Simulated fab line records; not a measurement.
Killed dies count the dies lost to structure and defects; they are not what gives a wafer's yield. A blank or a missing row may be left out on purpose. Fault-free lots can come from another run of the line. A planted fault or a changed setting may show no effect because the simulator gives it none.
Which of the tools did it?	flow gf180mcu	Sampling: 13 lots, 38 wafers, 5 of 602 route steps

## WHAT EACH GAUGE READ, for each wafer
GF_NSD_OVL_MEAS_08. Usual: NSD_OVL gives -0.7 nm (standard deviation 1.5).
lot	measured	on	NSD_OVL (nm)	flag
L911	day 13 05:26	overlay-01	-0.1 -0.8 1.8	
L913	day 14 05:43	overlay-01	1.8 1.2 1.3	
L915	day 14 17:58	overlay-02	-2.0 -2.9 -2.0	
L917	day 15 12:48	overlay-01	-2.3 -1.9 -1.0	
L916	day 15 15:31	overlay-01	-1.1 -1.6 -1.6	
L918	day 16 03:07	overlay-01	0.3 0.4 0.6	
L920	day 16 05:56	overlay-01	-0.4 -1.4 -1.4	
L921	day 16 22:40	overlay-01	-3.1 -1.3 -0.3	
L923	day 17 13:52	overlay-02	0.9 1.3 -1.1	
L924	day 17 17:31	overlay-01	-0.1 -2.9	
L932	day 20 12:01	overlay-01	-1.7 -0.1 0.2	
L933	day 20 23:12	overlay-01	1.9 -0.2 -1.2	
L934	day 21 01:45	overlay-02	-1.7 -1.0 -2.3	

GF_PSD_CD_MEAS_07: the cd target is 400 nm. Usual: 399.2 nm for cd-nm, sd 2.3.
lot	measured	on	cd-nm (nm)	flag
L911	day 14 01:28	cd-sem-01	402.1 401.9 399.1	
L913	day 15 02:39	cd-sem-02	396.3 397.7 398.4	
L915	day 15 15:43	cd-sem-02	399.9 398.6 399.7	
L917	day 16 10:54	cd-sem-02	399.7 398.6 399.2	
L916	day 16 13:30	cd-sem-02	395.6 398.1 397.4	
L918	day 17 01:24	cd-sem-02	396.4 398.6 397.6	
L920	day 17 04:04	cd-sem-01	401.6 400.9 399.8	
L921	day 17 21:07	cd-sem-02	394.1 397.6 395.8	
L923	day 18 13:05	cd-sem-01	398.8 399.4 401.6	
L924	day 18 16:52	cd-sem-01	408.9 402.4	
L932	day 21 13:06	cd-sem-02	400.8 400.6 402.2	
L933	day 21 22:27	cd-sem-01	400.4 397.7 397.1	
L934	day 22 01:24	cd-sem-02	401.1 399.5 400.2	

GF_V1_OVL_MEAS_15. Usual: V1_OVL gives 1 nm (standard deviation 5.6).
lot	measured	on	V1_OVL (nm)	flag
L911	day 17 22:49	overlay-02	-8 1 -2	
L913	day 19 03:20	overlay-01	1 3 0	
L915	day 19 17:37	overlay-01	0 -1 2	
L917	day 20 14:01	overlay-02	-5 -3 -6	
L916	day 20 16:10	overlay-01	-12 -7 -7	
L918	day 21 05:43	overlay-01	-3 -6 2	
L920	day 21 09:29	overlay-01	0 -6 3	
L921	day 22 02:22	overlay-02	-5 -15 -9	
L923	day 22 18:27	overlay-01	2 1 -3	
L924	day 22 21:31	overlay-02	3 17	
L932	day 25 13:04	overlay-01	2 0 3	
L933	day 25 22:15	overlay-01	-8 3 -1	
L934	day 25 23:12	overlay-01	9 1 1	

## EACH LOT AND THE TOOL THAT RAN IT (in order: tool; ch and the chambers of the sampled wafers; start)
lot	GF_PSD_DEVELOP_06	GF_M1_METAL_ETCH_16
L911	litho-track-04 ch 0, day 14 01:20	rie-metal-03 ch 0, day 16 22:09
L913	litho-track-04 ch 0, day 15 02:27	rie-metal-02 ch 0, day 18 01:50
L915	litho-track-02 ch 0, day 15 15:34	rie-metal-01 ch 0,1, day 18 15:39
L917	litho-track-04 ch 0, day 16 10:45	rie-metal-03 ch 0,1, day 19 13:02
L916	litho-track-03 ch 0, day 16 13:21	rie-metal-03 ch 0,1, day 19 14:23
L918	litho-track-03 ch 0, day 17 01:15	rie-metal-02 ch 0,1, day 20 04:47
L920	litho-track-03 ch 0, day 17 03:55	rie-metal-03 ch 0,1, day 20 07:38
L921	litho-track-02 ch 0, day 17 20:58	rie-metal-02 ch 0,1, day 21 01:29
L923	litho-track-02 ch 0, day 18 12:56	rie-metal-01 ch 0,1, day 21 17:56
L924	litho-track-02 ch 0, day 18 16:43	rie-metal-03 ch 1, day 21 20:50
L932	litho-track-04 ch 0, day 21 12:57	rie-metal-01 ch 0,1, day 24 13:47
L933	litho-track-03 ch 0, day 21 22:18	rie-metal-02 ch 0,1, day 24 22:39
L934	litho-track-03 ch 0, day 22 01:15	rie-metal-01 ch 0,1, day 25 00:20
- GF_PSD_DEVELOP_06: develop time 60 s.
- GF_M1_METAL_ETCH_16: etches the open film in Cl2/BCl3, stops on SiO2, target depth 750.8 nm, time 125.1 s.

## WHAT THE TOOLS THEMSELVES READ (means of the sampled wafers that have a number; where no wafer has one, the mark that the record gives instead)
GF_PSD_DEVELOP_06. Usual: 23.00 C for developer-temp-C, sd 0.11.
lot	tool	developer-temp-C (C)	flag
L911	litho-track-04	22.97	
L913	litho-track-04	22.95	
L915	litho-track-02	23.02	
L917	litho-track-04	23.07	
L916	litho-track-03	23.02	
L918	litho-track-03	22.92	
L920	litho-track-03	23.09	
L921	litho-track-02	23.11	
L923	litho-track-02	23.10	
L924	litho-track-02	22.98	
L932	litho-track-04	23.02	
L933	litho-track-03	22.96	
L934	litho-track-03	23.06	

GF_M1_METAL_ETCH_16. Usual: drypump-motor-current-A 5.8 A, standard deviation 0.58; oes-product-au 0.992 a.u., standard deviation 0.0071; rf-fwd-power-W 796.7 W, standard deviation 2.6; throttle-valve-pct 28.229 %, standard deviation 0.011.
lot	tool	drypump-motor-current-A (A)	oes-product-au (a.u.)	rf-fwd-power-W (W)	throttle-valve-pct (%)	flag
L911	rie-metal-03	5.5	0.996	797.7	28.223	
L913	rie-metal-02	5.8	0.988	795.4	28.236	
L915	rie-metal-01	6.4	0.992	796.6	28.226	
L917	rie-metal-03	5.3	0.991	797.6	28.225	
L916	rie-metal-03	5.2	0.991	797.2	28.227	
L918	rie-metal-02	5.5	0.988	796.4	28.237	
L920	rie-metal-03	5.2	0.995	796.5	28.229	
L921	rie-metal-02	5.5	0.981	795.5	28.228	
L923	rie-metal-01	6.1	0.993	795.1	28.227	
L924	rie-metal-03	5.0	0.990	798.6	28.227	
L932	rie-metal-01	6.4	0.994	799.0	28.226	
L933	rie-metal-02	5.5	0.982	796.6	28.231	
L934	rie-metal-01	6.2	0.993	795.0	28.229	

## THE ANSWER, worked out from the rows above alone
Rule: a lot is off if the mean of its wafers that have a number lies more than 3 standard deviations from the usual mean. A lot without any number at a reading at which 4 lots or more have one is off too. All remaining lots with rows at the step are treated as sound. First the gauges in route order, then the tools' own readings, where a lot's mean is used as printed above. At the first step where some lot is off, the reading lying furthest off is the one used; lots without a number count as furthest.
Across all readings shown, no lot is off: no conclusion can be drawn from this.

## WHAT WAS PUT IN BY THE SIMULATOR
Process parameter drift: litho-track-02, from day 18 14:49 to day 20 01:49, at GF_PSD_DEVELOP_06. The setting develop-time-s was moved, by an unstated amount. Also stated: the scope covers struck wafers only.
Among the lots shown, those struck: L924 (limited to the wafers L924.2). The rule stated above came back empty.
